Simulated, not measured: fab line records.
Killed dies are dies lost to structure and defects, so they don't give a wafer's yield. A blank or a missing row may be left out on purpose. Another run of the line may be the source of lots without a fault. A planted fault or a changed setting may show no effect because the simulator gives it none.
fab line records	flow sky130
record lots=24	wafers=72	last-day=50
route steps=708 shown METAL2@487 CAPM@540 VIA4@641 PASSIVATION@693
lots with no fault: from the same line, run without faults
start-h: the number of hours between the record's first day and the start of the first shown wafer of the lot	wait-h: hours since the lot's step before	" unchanged from the row above	L1.1+2: several wafers, shown together as one row	- no value present, or no start provided	* or withheld: withheld	< > ~ a bound
route shown NAME@n: NAME is a module with steps in the file, n the number in the route of the first one	usual: average and standard deviation across the fault-free wafers	same: alike in all rows	chamber/n: place in a boat	sites: readings site by site	_std_site: standard deviation of those values	_edge_site: the outer-site mean with the inner-site mean subtracted	radius-mm: for every site, how far away it sits from the centre of the wafer	mask NAME#n: copy n	behind: the last tool/chamber to shape the wafer	hold: what put the lot on hold/how long, in hours/how the hold closed	device: transistor that didn't switch, given as n, p or np	end of line: the tests these same wafers got at the end of their route	a step given without rows: its recipe and nothing more	killed: dies that structure and defects cost at the first sort, which is not the same as the wafer's yield	map: the dies of a wafer, with x for killed, . for not killed, _ for no die there
set.NAME: the setting that was run; set.NAME@STEP: the one run at that earlier step	model.NAME: the simulator's own value behind a step, which no gauge read
the route's steps for a sample of lots (tables are steps, rows are wafers)
services: when a tool's chamber went out of use (start-h, in hours from the record's first day, below 0 if earlier), for how many hours, and the reason
## steps
# step SKY_METAL2_SPUTTER_04
# recipe material=TiN	target-thk-nm=70	power-w=6500	time-s=58.3	chamber-pressure-pa=0.4
# usual throttle-valve-pct=29.9/1.2
lot.wafer	tool	chamber	start-h	wait-h	throttle-valve-pct
L074.2	pvd-sputter-03	-	802.80	0.0	29.4
L074.3	"	-	"	"	28.5
L074.4	"	-	"	"	28.6
L075.2	pvd-sputter-04	-	804.22	0.0	29.6
L075.3	"	-	"	"	32.3
L075.4	"	-	"	"	29.4
L076.1	pvd-sputter-03	-	816.84	0.0	28.5
L076.4	"	-	"	"	30.7
L076.5	"	-	"	"	30.9
L077.1	pvd-sputter-03	-	833.97	0.0	28.9
L077.4	"	-	"	"	29.9
L077.6	"	-	"	"	29.6
L079.1	pvd-sputter-03	-	842.75	0.0	29.0
L079.2	"	-	"	"	29.6
L079.6	"	-	"	"	28.9
L078.1	pvd-sputter-01	-	843.13	0.0	29.4
L078.3	"	-	"	"	29.3
L078.6	"	-	"	"	29.1
L080.3	pvd-sputter-04	-	843.15	0.0	29.4
L080.5	"	-	"	"	32.2
L080.6	"	-	"	"	29.4
L081.2	pvd-sputter-04	-	871.93	0.0	29.6
L081.5	"	-	"	"	32.4
L081.6	"	-	"	"	29.5
L083.1	pvd-sputter-01	-	876.94	0.0	28.4
L083.2	"	-	"	"	28.9
L083.5	"	-	"	"	31.4
L082.1	pvd-sputter-03	-	880.89	0.0	28.6
L082.2	"	-	"	"	29.8
L082.3	"	-	"	"	30.4
L084.1	pvd-sputter-04	-	885.61	0.0	32.2
L084.2	"	-	"	"	29.5
L084.3	"	-	"	"	29.4
L085.1	pvd-sputter-04	-	897.65	0.0	29.3
L085.3	"	-	"	"	32.2
L085.4	"	-	"	"	29.5
L086.1	pvd-sputter-03	-	903.30	0.0	29.5
L086.3	"	-	"	"	28.6
L086.6	"	-	"	"	29.7
L088.1	pvd-sputter-03	-	919.91	0.0	29.0
L088.3	"	-	"	"	29.5
L088.6	"	-	"	"	30.8
L087.2	pvd-sputter-04	-	921.17	0.0	29.3
L087.4	"	-	"	"	29.7
L087.6	"	-	"	"	32.5
L090.4	pvd-sputter-01	-	923.34	0.0	31.6
L090.5	"	-	"	"	29.6
L090.6	"	-	"	"	29.0
L089.1	pvd-sputter-04	-	923.84	0.0	29.5
L089.3	"	-	"	"	29.9
L089.6	"	-	"	"	32.3
L091.3	pvd-sputter-04	-	929.11	0.0	29.4
L091.4	"	-	"	"	32.7
L091.5	"	-	"	"	29.3
L092.1	pvd-sputter-03	-	931.93	0.0	28.6
L092.4	"	-	"	"	29.8
L092.5	"	-	"	"	29.3
L093.3	pvd-sputter-03	-	945.10	0.0	29.8
L093.4	"	-	"	"	28.9
L093.5	"	-	"	"	29.3
L094.3	pvd-sputter-01	-	946.84	0.0	31.3
L094.4	"	-	"	"	29.0
L094.6	"	-	"	"	29.3
L095.1	pvd-sputter-04	-	952.30	0.0	29.6
L095.5	"	-	"	"	32.3
L095.6	"	-	"	"	29.3
L096.2	pvd-sputter-03	-	961.78	0.0	29.7
L096.3	"	-	"	"	29.0
L096.5	"	-	"	"	28.8
L097.1	pvd-sputter-04	-	964.86	0.0	32.2
L097.5	"	-	"	"	29.5
L097.6	"	-	"	"	32.3
# step SKY_CAPM_RS_MEAS_03
# recipe thk-meas-gauge=four-point-probe	reads=TiN_of_CAPM_SPUTTER_02
# usual CAPM_TIN_RS=6.94/0.07
lot.wafer	tool	chamber	start-h	wait-h	CAPM_TIN_RS[ohm/sq]
L074.2	film-metro-01	-	861.16	0.1	7.00
L074.3	"	-	"	"	7.06
L074.4	"	-	"	"	7.02
L075.2	film-metro-02	-	861.51	0.1	6.95
L075.3	"	-	"	"	6.91
L075.4	"	-	"	"	6.89
L076.1	film-metro-04	-	873.50	0.1	6.88
L076.4	"	-	"	"	6.88
L076.5	"	-	"	"	6.87
L077.1	film-metro-02	-	889.32	0.1	6.87
L077.4	"	-	"	"	6.87
L077.6	"	-	"	"	6.91
L079.1	film-metro-04	-	898.35	0.1	6.92
L079.2	"	-	"	"	6.95
L079.6	"	-	"	"	6.92
L078.1	film-metro-02	-	898.99	0.1	6.91
L078.3	"	-	"	"	6.97
L078.6	"	-	"	"	6.93
L080.3	film-metro-02	-	899.55	0.1	6.93
L080.5	"	-	"	"	6.89
L080.6	"	-	"	"	6.92
L081.2	film-metro-04	-	925.76	0.1	6.95
L081.5	"	-	"	"	6.89
L081.6	"	-	"	"	6.94
L083.1	film-metro-01	-	931.59	0.1	6.85
L083.2	"	-	"	"	6.79
L083.5	"	-	"	"	6.79
L082.1	film-metro-02	-	935.74	0.1	7.08
L082.2	"	-	"	"	6.94
L082.3	"	-	"	"	7.00
L084.1	film-metro-01	-	939.89	0.1	6.95
L084.2	"	-	"	"	7.02
L084.3	"	-	"	"	6.94
L085.1	film-metro-01	-	950.27	0.1	7.03
L085.3	"	-	"	"	7.11
L085.4	"	-	"	"	7.05
L086.1	film-metro-04	-	955.95	0.1	6.91
L086.3	"	-	"	"	6.87
L086.6	"	-	"	"	6.89
L088.1	film-metro-04	-	972.49	0.1	7.00
L088.3	"	-	"	"	6.95
L088.6	"	-	"	"	6.98
L087.2	film-metro-02	-	973.51	0.1	6.86
L087.4	"	-	"	"	6.91
L087.6	"	-	"	"	6.92
L090.4	film-metro-04	-	975.28	0.1	7.00
L090.5	"	-	"	"	6.98
L090.6	"	-	"	"	7.05
L089.1	film-metro-01	-	976.64	0.1	6.82
L089.3	"	-	"	"	6.81
L089.6	"	-	"	"	6.82
L091.3	film-metro-02	-	980.78	0.1	7.03
L091.4	"	-	"	"	6.98
L091.5	"	-	"	"	6.98
L092.1	film-metro-02	-	984.42	0.1	6.85
L092.4	"	-	"	"	6.88
L092.5	"	-	"	"	6.93
L093.3	film-metro-02	-	997.09	0.1	6.84
L093.4	"	-	"	"	6.94
L093.5	"	-	"	"	6.86
L094.3	film-metro-02	-	998.23	0.1	6.98
L094.4	"	-	"	"	7.09
L094.6	"	-	"	"	7.07
L095.1	film-metro-01	-	1003.39	0.1	7.01
L095.5	"	-	"	"	6.98
L095.6	"	-	"	"	7.03
L096.2	film-metro-01	-	1012.61	0.1	6.98
L096.3	"	-	"	"	6.85
L096.5	"	-	"	"	6.87
L097.1	film-metro-01	-	1015.54	0.1	7.03
L097.5	"	-	"	"	7.03
L097.6	"	-	"	"	6.99
# step SKY_CAPM_METAL_ETCH_13
# recipe target-depth-nm=220	stop-on=SiO2	chemistry=Cl2/BCl3	target=TiN	pressure-mtorr=10	icp-w=900	bias-w=48.5	Cl2_flow_sccm=60	bcl3-flow-sccm=30	time-s=62.9
# usual bias-w=48.54/0.15	drypump-motor-current-A=6.2/0.46	oes-product-au=0.940/0.0065	rf-fwd-power-W=894/3.3	throttle-valve-pct=21.904/0.009
lot.wafer	tool	chamber	start-h	wait-h	bias-w	drypump-motor-current-A	oes-product-au	rf-fwd-power-W	rf-hours-counter-h	throttle-valve-pct
L074.2	rie-metal-03	1	886.85	0.0	48.46	6.6	0.932	897	10	21.908
L074.3	"	0	"	"	48.25	6.4	0.931	895	-	21.902
L074.4	"	1	"	"	48.60	6.6	0.928	901	-	21.903
L075.2	rie-metal-04	1	887.55	0.0	48.75	6.4	0.937	888	18	21.904
L075.3	"	0	"	"	48.74	5.8	0.941	896	-	21.906
L075.4	"	1	"	"	48.63	6.4	0.948	889	-	21.915
L076.1	rie-metal-03	0	898.57	0.0	48.59	6.4	0.946	900	1	21.902
L076.4	"	0	"	"	48.65	6.4	0.951	893	-	21.901
L076.5	"	1	"	"	48.73	6.6	0.948	893	-	21.899
L077.1	rie-metal-03	1	914.40	0.0	48.53	6.6	0.943	892	11	21.899
L077.4	"	1	"	"	48.69	6.6	0.945	889	-	21.913
L077.6	"	0	"	"	48.35	6.4	0.948	899	-	21.909
L079.1	rie-metal-03	1	923.47	0.0	48.39	6.6	0.943	890	12	21.898
L079.2	"	0	"	"	48.18	6.4	0.941	892	3	21.911
L079.6	"	0	"	"	48.46	6.4	0.939	890	-	21.900
L078.1	rie-metal-04	1	923.55	0.0	48.45	6.5	0.948	892	0	21.904
L078.3	"	0	"	"	48.73	5.7	0.935	898	-	21.905
L078.6	"	1	"	"	48.66	6.4	0.940	898	-	21.906
L080.3	rie-metal-03	0	924.15	0.0	48.16	6.4	0.936	890	-	21.898
L080.5	"	1	"	"	48.50	6.6	0.948	893	-	21.912
L080.6	"	0	"	"	48.39	6.4	0.945	892	-	21.916
L081.2	rie-metal-03	0	950.20	0.0	48.57	6.4	0.935	898	4	21.896
L081.5	"	1	"	"	48.78	6.6	0.947	896	-	21.899
L081.6	"	0	"	"	48.46	6.4	0.943	900	-	21.911
L083.1	rie-metal-03	1	956.10	0.0	48.36	6.6	0.940	893	13	21.898
L083.2	"	0	"	"	48.49	6.4	0.944	895	4	21.896
L083.5	"	0	"	"	48.52	6.4	0.961	898	-	21.916
L082.1	rie-metal-04	1	960.10	0.0	48.67	6.4	0.930	898	2	21.907
L082.2	"	0	"	"	48.34	5.8	0.943	897	13	21.908
L082.3	"	1	"	"	48.63	6.4	0.935	892	-	21.907
L084.1	rie-metal-04	1	963.82	0.0	48.36	6.4	0.933	892	2	21.918
L084.2	"	0	"	"	48.46	5.8	0.933	897	13	21.912
L084.3	"	1	"	"	48.52	6.4	0.933	891	-	21.897
L085.1	rie-metal-03	1	973.95	0.0	48.75	6.6	0.933	890	14	21.916
L085.3	"	1	"	"	48.54	6.6	0.926	891	-	21.916
L085.4	"	0	"	"	48.51	6.4	0.935	896	-	21.909
L086.1	rie-metal-01	0	980.35	0.0	48.77	6.0	0.947	890	7	21.909
L086.3	"	0	"	"	48.41	6.0	0.947	892	-	21.882
L086.6	"	0	"	"	48.52	6.0	0.941	891	-	21.917
L088.1	rie-metal-04	0	995.77	0.0	48.62	5.8	0.936	898	16	21.914
L088.3	"	0	"	"	48.84	5.8	0.939	896	-	21.902
L088.6	"	0	"	"	48.54	5.7	0.933	900	-	21.912
L087.2	rie-metal-01	0	996.65	0.0	48.66	6.0	0.948	888	8	21.896
L087.4	"	0	"	"	48.53	6.0	0.942	889	-	21.895
L087.6	"	1	"	"	48.64	5.0	0.938	891	-	21.900
L090.4	rie-metal-03	0	998.28	0.0	48.51	6.4	0.938	895	-	21.922
L090.5	"	0	"	"	48.68	6.4	0.937	893	-	21.897
L090.6	"	1	"	"	48.56	6.6	0.933	897	-	21.909
L089.1	rie-metal-04	0	999.60	0.0	48.72	5.7	0.945	898	16	21.898
L089.3	"	0	"	"	48.45	5.7	0.950	893	-	21.889
L089.6	"	0	"	"	48.65	5.7	0.954	894	-	21.896
L091.3	rie-metal-04	0	1004.16	0.1	48.45	5.8	0.932	898	-	21.909
L091.4	"	0	"	"	48.53	5.7	0.927	897	-	21.908
L091.5	"	0	"	"	48.59	5.8	0.932	897	-	21.900
L092.1	rie-metal-03	0	1007.55	0.0	48.36	6.4	0.942	896	6	21.901
L092.4	"	0	"	"	48.36	6.4	0.937	895	-	21.904
L092.5	"	0	"	"	48.52	6.4	0.940	897	-	21.897
L093.3	rie-metal-01	0	1019.63	0.0	48.50	6.0	0.949	889	-	21.908
L093.4	"	1	"	"	48.66	5.0	0.946	890	-	21.910
L093.5	"	1	"	"	48.50	5.0	0.942	894	-	21.900
L094.3	rie-metal-03	1	1021.98	0.0	48.39	6.6	0.937	892	-	21.905
L094.4	"	0	"	"	48.37	6.4	0.921	899	-	21.890
L094.6	"	1	"	"	48.28	6.6	0.932	894	-	21.899
L095.1	rie-metal-03	0	1026.50	0.0	48.69	6.3	0.936	893	7	21.914
L095.5	"	1	"	"	48.65	6.6	0.939	898	-	21.915
L095.6	"	0	"	"	48.77	6.4	0.937	897	-	21.911
L096.2	rie-metal-03	0	1034.40	0.0	48.33	6.4	0.932	898	8	21.899
L096.3	"	0	"	"	48.36	6.4	0.947	894	-	21.886
L096.5	"	1	"	"	48.70	6.6	0.946	893	-	21.908
L097.1	rie-metal-01	0	1038.02	0.0	48.53	6.0	0.934	890	11	21.927
L097.5	"	1	"	"	48.55	5.1	0.938	891	-	21.904
L097.6	"	0	"	"	48.32	6.0	0.940	890	-	21.914
# step SKY_VIA4_CMP_02
# recipe material=SiO2	down-force-psi=4	platen-rpm=60	pad-velocity-m-s=0.94248
# usual head-pressure-psi=4.000/0.0092	motor-current-A=12.2/1.2
lot.wafer	tool	chamber	start-h	wait-h	head-pressure-psi	motor-current-A
L074.4	cmp-02	3	991.17	0.0	4.031	11.2
L074.3	"	0	"	"	4.009	12.7
L074.2	"	1	"	"	4.005	11.0
L075.2	cmp-02	2	993.30	0.0	4.002	10.8
L075.4	"	3	"	"	4.002	11.9
L075.3	"	1	"	"	3.993	11.0
L076.1	cmp-01	2	1001.23	0.1	4.002	13.9
L076.4	"	0	"	"	4.020	12.5
L076.5	"	2	"	"	3.994	14.5
L077.4	cmp-01	3	1016.51	0.1	3.990	12.2
L077.1	"	0	"	"	4.007	12.4
L077.6	"	3	"	"	3.990	12.0
L079.1	cmp-02	3	1024.38	0.1	3.997	11.6
L079.2	"	1	"	"	4.012	10.6
L079.6	"	2	"	"	4.000	11.3
L078.3	cmp-02	3	1025.33	0.1	3.996	11.9
L078.1	"	0	"	"	3.994	12.4
L078.6	"	3	"	"	3.983	11.7
L080.3	cmp-02	3	1026.25	0.1	4.009	11.5
L080.6	"	1	"	"	3.994	10.5
L080.5	"	2	"	"	3.997	10.7
L081.2	cmp-01	3	1050.56	0.1	3.996	11.3
L081.5	"	1	"	"	3.999	12.9
L081.6	"	2	"	"	3.988	14.5
L083.2	cmp-01	1	1055.78	0.0	3.990	13.0
L083.1	"	3	"	"	3.990	11.5
L083.5	"	2	"	"	4.007	14.7
L082.1	cmp-02	0	1058.05	0.1	4.006	13.1
L082.2	"	2	"	"	3.996	10.8
L082.3	"	3	"	"	4.003	11.9
L084.1	cmp-01	0	1060.65	0.1	4.005	12.1
L084.2	"	2	"	"	4.010	14.2
L084.3	"	3	"	"	3.999	11.3
L085.1	cmp-02	0	1071.06	0.1	3.981	12.7
L085.3	"	2	"	"	4.008	10.9
L085.4	"	3	"	"	4.009	12.0
L086.1	cmp-02	2	1075.92	0.1	4.017	10.9
L086.3	"	3	"	"	3.996	11.3
L086.6	"	1	"	"	4.005	11.3
L088.3	cmp-02	1	1091.74	0.1	3.986	10.7
L088.1	"	2	"	"	3.996	10.8
L088.6	"	3	"	"	4.012	12.0
L087.2	cmp-01	1	1092.56	0.0	3.995	12.5
L087.4	"	0	"	"	4.007	12.5
L087.6	"	1	"	"	4.004	12.3
L090.4	cmp-01	2	1093.48	0.4	3.999	15.1
L090.5	"	3	"	"	4.009	11.7
L090.6	"	0	"	"	3.998	12.3
L089.1	cmp-01	0	1094.21	0.1	3.990	12.1
L089.3	"	1	"	"	3.995	12.1
L089.6	"	2	"	"	3.988	14.9
L091.4	cmp-02	0	1098.58	0.0	4.005	13.4
L091.3	"	3	"	"	3.996	12.6
L091.5	"	0	"	"	4.003	13.2
L092.1	cmp-02	0	1102.40	0.1	3.994	12.4
L092.4	"	2	"	"	3.999	11.1
L092.5	"	3	"	"	3.993	11.5
L093.4	cmp-01	2	1111.30	0.1	4.005	14.6
L093.3	"	1	"	"	3.999	12.4
L093.5	"	2	"	"	4.014	14.4
L094.3	cmp-02	0	1114.18	0.0	4.008	12.7
L094.4	"	3	"	"	3.996	11.5
L094.6	"	1	"	"	3.982	11.1
L095.1	cmp-01	2	1118.42	0.1	3.989	14.6
L095.5	"	1	"	"	4.011	11.6
L095.6	"	2	"	"	4.003	14.8
L096.2	cmp-01	0	1124.90	0.1	4.012	12.4
L096.3	"	1	"	"	3.992	12.2
L096.5	"	3	"	"	4.011	12.5
L097.1	cmp-02	3	1127.31	0.2	3.996	11.6
L097.5	"	0	"	"	4.020	12.2
L097.6	"	1	"	"	4.021	11.1
# step SKY_VIA4_RS_MEAS_19
# recipe thk-meas-gauge=four-point-probe	reads=W_of_VIA4_CVD_18+TiN_of_VIA4_SPUTTER_17
# usual VIA4_W_RS=0.2264/0.003
lot.wafer	tool	chamber	start-h	wait-h	VIA4_W_RS[ohm/sq]
L074.2	film-metro-03	-	1015.65	0.1	0.2292
L074.3	"	-	"	"	0.2257
L074.4	"	-	"	"	0.2306
L075.2	film-metro-03	-	1018.22	0.1	0.2269
L075.3	"	-	"	"	0.2267
L075.4	"	-	"	"	0.2270
L076.1	film-metro-01	-	1025.41	0.1	0.2227
L076.4	"	-	"	"	0.2265
L076.5	"	-	"	"	0.2277
L077.1	film-metro-01	-	1040.17	0.1	0.2271
L077.4	"	-	"	"	0.2281
L077.6	"	-	"	"	0.2271
L079.1	film-metro-04	-	1048.41	0.1	0.2262
L079.2	"	-	"	"	0.2284
L079.6	"	-	"	"	0.2245
L078.1	film-metro-03	-	1049.06	0.1	0.2257
L078.3	"	-	"	"	0.2238
L078.6	"	-	"	"	0.2244
L080.3	film-metro-04	-	1049.78	0.1	0.2255
L080.5	"	-	"	"	0.2303
L080.6	"	-	"	"	0.2261
L081.2	film-metro-01	-	1073.41	0.1	0.2267
L081.5	"	-	"	"	0.2247
L081.6	"	-	"	"	0.2266
L083.1	film-metro-01	-	1078.28	0.1	0.2230
L083.2	"	-	"	"	0.2282
L083.5	"	-	"	"	0.2308
L082.1	film-metro-04	-	1080.31	0.1	0.2293
L082.2	"	-	"	"	0.2279
L082.3	"	-	"	"	0.2250
L084.1	film-metro-04	-	1082.82	0.1	0.2255
L084.2	"	-	"	"	0.2224
L084.3	"	-	"	"	0.2238
L085.1	film-metro-03	-	1092.46	0.1	0.2276
L085.3	"	-	"	"	0.2225
L085.4	"	-	"	"	0.2266
L086.1	film-metro-04	-	1097.41	0.1	0.2287
L086.3	"	-	"	"	0.2307
L086.6	"	-	"	"	0.2266
L088.1	film-metro-03	-	1113.31	0.1	0.2278
L088.3	"	-	"	"	0.2236
L088.6	"	-	"	"	0.2277
L087.2	film-metro-01	-	1114.47	0.1	0.2280
L087.4	"	-	"	"	0.2313
L087.6	"	-	"	"	0.2241
L090.4	film-metro-04	-	1115.14	0.1	0.2263
L090.5	"	-	"	"	0.2245
L090.6	"	-	"	"	0.2299
L089.1	film-metro-03	-	1115.90	0.1	0.2238
L089.3	"	-	"	"	0.2276
L089.6	"	-	"	"	0.2297
L091.3	film-metro-04	-	1120.06	0.1	0.2245
L091.4	"	-	"	"	0.2227
L091.5	"	-	"	"	0.2263
L092.1	film-metro-01	-	1124.02	0.1	0.2268
L092.4	"	-	"	"	0.2262
L092.5	"	-	"	"	0.2244
L093.3	film-metro-03	-	1131.83	0.1	0.2302
L093.4	"	-	"	"	0.2315
L093.5	"	-	"	"	0.2284
L094.3	film-metro-01	-	1134.52	0.1	0.2263
L094.4	"	-	"	"	0.2191
L094.6	"	-	"	"	0.2223
L095.1	film-metro-04	-	1138.74	0.1	0.2308
L095.5	"	-	"	"	0.2266
L095.6	"	-	"	"	0.2195
L096.2	film-metro-04	-	1145.28	0.1	0.2291
L096.3	"	-	"	"	0.2292
L096.5	"	-	"	"	0.2287
L097.1	film-metro-04	-	1147.70	0.1	0.2229
L097.5	"	-	"	"	0.2199
L097.6	"	-	"	"	0.2248
# step SKY_PASSIVATION_STRIP_12
# recipe chemistry=O2/N2	power-w=1400	pressure-mtorr=1500	platen-temp-c=withheld	overash-fraction=0.7	o2-flow-sccm=3000	n2-flow-sccm=300
# usual drypump-motor-current-A=5.7/0.46	n2-flow-sccm=300.2/0.85	oes-product-au=0.662/0.0045	strip-time-to-endpoint-s=31.49/0.13
lot.wafer	tool	chamber	start-h	wait-h	drypump-motor-current-A	n2-flow-sccm	oes-product-au	rf-hours-counter-h	strip-time-to-endpoint-s
L074.2	plasma-asher-03	0	1061.85	0.1	5.4	300.2	0.658	65	31.15
L074.3	"	0	"	"	5.4	299.0	0.662	-	31.48
L074.4	"	1	"	"	5.4	299.7	0.662	-	31.36
L075.2	plasma-asher-03	0	1063.82	0.1	5.4	299.2	0.662	65	31.50
L075.3	"	1	"	"	5.4	301.1	0.666	-	31.52
L075.4	"	0	"	"	5.4	300.8	0.665	-	31.48
L076.1	plasma-asher-03	1	1072.17	0.1	5.5	298.4	0.665	66	31.59
L076.4	"	1	"	"	5.4	301.3	0.656	-	31.40
L076.5	"	1	"	"	5.5	299.2	0.670	-	31.37
L077.1	plasma-asher-01	1	1083.77	0.1	5.9	298.8	0.658	93	31.52
L077.4	"	1	"	"	5.9	299.7	0.657	-	31.45
L077.6	"	1	"	"	5.9	299.8	0.659	-	31.60
L079.1	plasma-asher-01	0	1093.42	0.1	5.1	298.9	0.662	94	31.51
L079.2	"	1	"	"	5.9	301.2	0.664	94	31.58
L079.6	"	0	"	"	5.0	299.4	0.666	-	31.47
L078.1	plasma-asher-02	1	1093.85	0.1	5.9	301.6	0.659	3	31.57
L078.3	"	1	"	"	5.9	299.7	0.666	-	31.72
L078.6	"	1	"	"	5.9	300.5	0.658	-	31.68
L080.3	plasma-asher-01	1	1094.23	0.1	5.9	301.0	0.663	-	31.71
L080.5	"	0	"	"	5.1	301.2	0.671	-	31.91
L080.6	"	1	"	"	5.9	300.0	0.662	-	31.69
L081.2	plasma-asher-02	1	1116.42	0.1	5.9	299.3	0.658	5	31.41
L081.5	"	0	"	"	6.4	300.2	0.663	-	31.52
L081.6	"	1	"	"	5.9	301.0	0.660	-	31.38
L083.1	plasma-asher-03	0	1121.57	0.1	5.4	300.6	0.660	71	31.56
L083.2	"	1	"	"	5.4	300.8	0.655	71	31.61
L083.5	"	0	"	"	5.4	300.7	0.665	-	31.44
L082.1	plasma-asher-02	0	1122.82	0.1	6.5	299.7	0.659	6	31.57
L082.2	"	1	"	"	5.9	300.3	0.665	6	31.56
L082.3	"	0	"	"	6.4	300.5	0.660	-	31.57
L084.1	plasma-asher-03	0	1124.57	0.1	5.3	299.6	0.666	72	31.46
L084.2	"	1	"	"	5.4	301.7	0.661	72	31.41
L084.3	"	1	"	"	5.4	301.5	0.662	-	31.54
L085.1	plasma-asher-01	1	1134.02	0.1	5.9	298.6	0.660	97	31.43
L085.3	"	0	"	"	5.1	300.9	0.661	-	31.35
L085.4	"	1	"	"	5.9	299.1	0.662	-	31.54
L086.1	plasma-asher-03	1	1138.57	0.1	5.4	299.2	0.668	73	31.35
L086.3	"	1	"	"	5.4	299.4	0.659	-	31.27
L086.6	"	0	"	"	5.4	301.0	0.669	-	31.42
L088.1	plasma-asher-02	0	1153.87	0.1	6.4	300.1	0.669	9	31.56
L088.3	"	1	"	"	5.9	298.2	0.661	-	31.36
L088.6	"	1	"	"	5.9	298.8	0.661	-	31.52
L087.2	plasma-asher-01	1	1154.22	0.1	5.9	300.0	0.664	99	31.50
L087.4	"	0	"	"	5.1	300.3	0.662	-	31.43
L087.6	"	1	"	"	5.9	299.6	0.666	-	31.54
L090.4	plasma-asher-01	1	1155.13	0.1	5.9	298.9	0.663	-	31.54
L090.5	"	0	"	"	5.1	300.2	0.668	-	31.52
L090.6	"	1	"	"	5.9	299.7	0.665	-	31.50
L089.1	plasma-asher-02	1	1155.67	0.1	5.9	299.7	0.669	9	31.55
L089.3	"	1	"	"	5.9	299.3	0.661	-	31.48
L089.6	"	1	"	"	5.9	299.1	0.660	-	31.53
L091.3	plasma-asher-02	0	1160.03	0.1	6.4	299.3	0.653	-	31.63
L091.4	"	1	"	"	5.9	300.8	0.654	-	31.48
L091.5	"	0	"	"	6.5	300.3	0.661	-	31.41
L092.1	plasma-asher-03	0	1164.95	0.1	5.4	301.3	0.664	75	31.64
L092.4	"	0	"	"	5.4	299.8	0.675	-	31.47
L092.5	"	1	"	"	5.4	299.3	0.664	-	31.46
L093.3	plasma-asher-02	1	1170.08	0.1	5.9	301.8	0.664	-	31.38
L093.4	"	0	"	"	6.4	300.1	0.664	-	31.45
L093.5	"	1	"	"	5.9	300.6	0.652	-	31.52
L094.3	plasma-asher-02	0	1172.16	0.1	6.4	302.3	0.660	-	31.38
L094.4	"	1	"	"	5.9	300.7	0.664	-	31.40
L094.6	"	0	"	"	6.4	300.6	0.658	-	31.29
L095.1	plasma-asher-01	0	1176.98	0.1	5.0	300.1	0.660	100	31.42
L095.5	"	1	"	"	6.0	300.2	0.673	-	31.36
L095.6	"	0	"	"	5.1	299.3	0.660	-	31.46
L096.2	plasma-asher-02	0	1182.93	0.1	6.4	300.1	0.663	12	31.52
L096.3	"	1	"	"	5.9	301.0	0.655	-	31.30
L096.5	"	1	"	"	5.9	299.2	0.667	-	31.38
L097.1	plasma-asher-01	0	1184.05	0.1	5.1	299.1	0.665	101	31.66
L097.5	"	1	"	"	5.9	300.4	0.660	-	31.64
L097.6	"	0	"	"	5.1	300.2	0.662	-	31.58
## services
tool	chamber	start-h	hours	kind
cmp-01	-	802.19	6.9	pm
rie-metal-03	-	805.42	2.8	pm
rie-metal-03	0	821.12	3.0	repair
cmp-01	-	822.10	3.9	pm
cmp-02	-	893.84	1.1	repair
cmp-02	-	912.49	4.0	pm
cmp-01	-	928.37	1.1	repair
cmp-01	-	973.00	2.0	repair
rie-metal-03	0	995.36	2.0	repair
cmp-02	-	1011.56	2.8	repair
cmp-02	-	1031.68	0.3	repair
rie-metal-03	0	1042.10	13.6	repair
cmp-01	-	1059.38	1.0	repair
cmp-01	-	1071.31	2.1	repair
cmp-02	-	1076.67	3.8	pm
cmp-01	-	1084.00	4.0	pm
cmp-02	-	1107.08	1.0	repair
cmp-01	-	1133.99	0.4	repair
cmp-02	-	1145.95	2.7	repair
cmp-02	-	1150.01	0.9	repair
cmp-01	-	1155.97	8.5	repair
cmp-02	-	1159.39	1.2	repair
cmp-02	-	1170.24	3.1	repair
cmp-01	-	1173.38	3.7	pm
## key
fault none
